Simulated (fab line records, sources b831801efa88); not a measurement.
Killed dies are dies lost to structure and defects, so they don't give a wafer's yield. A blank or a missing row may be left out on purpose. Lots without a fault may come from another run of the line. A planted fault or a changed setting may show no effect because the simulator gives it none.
Which tool did it? | flow gf180mcu | 13 lots, 39 wafers sampled, at 2 steps of a route of 602

WHAT THE GAUGES READ, wafer by wafer
GF_STI_BOW_MEAS_00.
lot  | measured    | on            | INCOMING_BOW (um)
L827 | day 1 10:02 | film_metro-03 | 6 -10 -12
L829 | day 1 20:00 | film_metro-03 | 6 -18 -6
L830 | day 2 01:00 | film_metro-03 | -4 -1 3
L831 | day 2 06:00 | film_metro-03 | 3 7 4
L834 | day 2 21:02 | film_metro-03 | 1 7 4
L835 | day 3 02:02 | film_metro-03 | 3 -10 1
L836 | day 3 07:02 | film_metro-03 | 9 -1 2
L837 | day 3 12:01 | film_metro-04 | 5 -3 7
L841 | day 4 08:00 | film_metro-04 | 3 3 12
L842 | day 4 13:00 | film_metro-03 | 2 0 -2
L843 | day 4 18:01 | film_metro-04 | -7 2 0
L844 | day 4 23:02 | film_metro-01 | -3 -9 -3
L849 | day 6 00:00 | film_metro-04 | 0 8 7

GF_STI_THK_MEAS_30.
lot  | measured    | on            | STI_OXIDATION_02_THK (nm)
L827 | day 2 16:25 | film_metro-04 | 9.83 9.87 9.91
L829 | day 2 23:44 | film_metro-01 | 10.42 10.03 10.15
L830 | day 3 02:35 | film_metro-03 | 10.07 9.91 10.14
L831 | day 3 06:31 | film_metro-04 | 10.21 10.29 10.01
L834 | day 3 19:49 | film_metro-03 | 10.17 10.16 10.37
L835 | day 3 23:28 | film_metro-01 | 10.27 10.11 10.12
L836 | day 4 04:38 | film_metro-03 | 10.16 10.30 10.13
L837 | day 4 10:10 | film_metro-03 | 9.96 9.96 9.73
L841 | day 5 09:25 | film_metro-04 | 9.86 9.84 9.97
L842 | day 5 13:43 | film_metro-01 | 9.90 9.70 9.86
L843 | day 5 17:04 | film_metro-04 | 9.91 10.00 10.01
L844 | day 6 00:19 | film_metro-01 | 9.96 9.89 9.78
L849 | day 6 23:52 | film_metro-01 | 9.61 9.68 9.63

WHICH TOOL RAN EACH LOT (tool, then ch and the chambers of the sampled wafers, then the start)
The record holds no process step before these readings.

WHAT THE TOOLS THEMSELVES READ (means of the sampled wafers that have a number; where no wafer has one, the mark that the record gives instead)
The record holds no such reading with a usual standard deviation.

THE ANSWER, worked out from the rows above alone
Rule: what is usual is taken from the lots themselves. Put in order of their means at a reading, lots are off if they are a third of the lots or fewer, leave a main group of 4 or more, and stand apart from it by a gap of 3 or more times the standard deviation of the main group's means; of several such gaps the widest counts. A main group whose means are all the same, to the digits that the tables above print for the reading, isn't used. A lot without any number at a reading at which 4 lots or more have one is off too. The other lots that the step has rows for count as sound. The gauges are gone through in route order, then the tools' own readings, and for those a lot's mean is taken as printed above. The first step at which some lot is off is used, and at that step the reading that is off furthest; a lot without a number counts as furthest.
No lot is off at any reading shown: from this, nothing can be told.

WHAT THE SIMULATOR HAD PUT IN
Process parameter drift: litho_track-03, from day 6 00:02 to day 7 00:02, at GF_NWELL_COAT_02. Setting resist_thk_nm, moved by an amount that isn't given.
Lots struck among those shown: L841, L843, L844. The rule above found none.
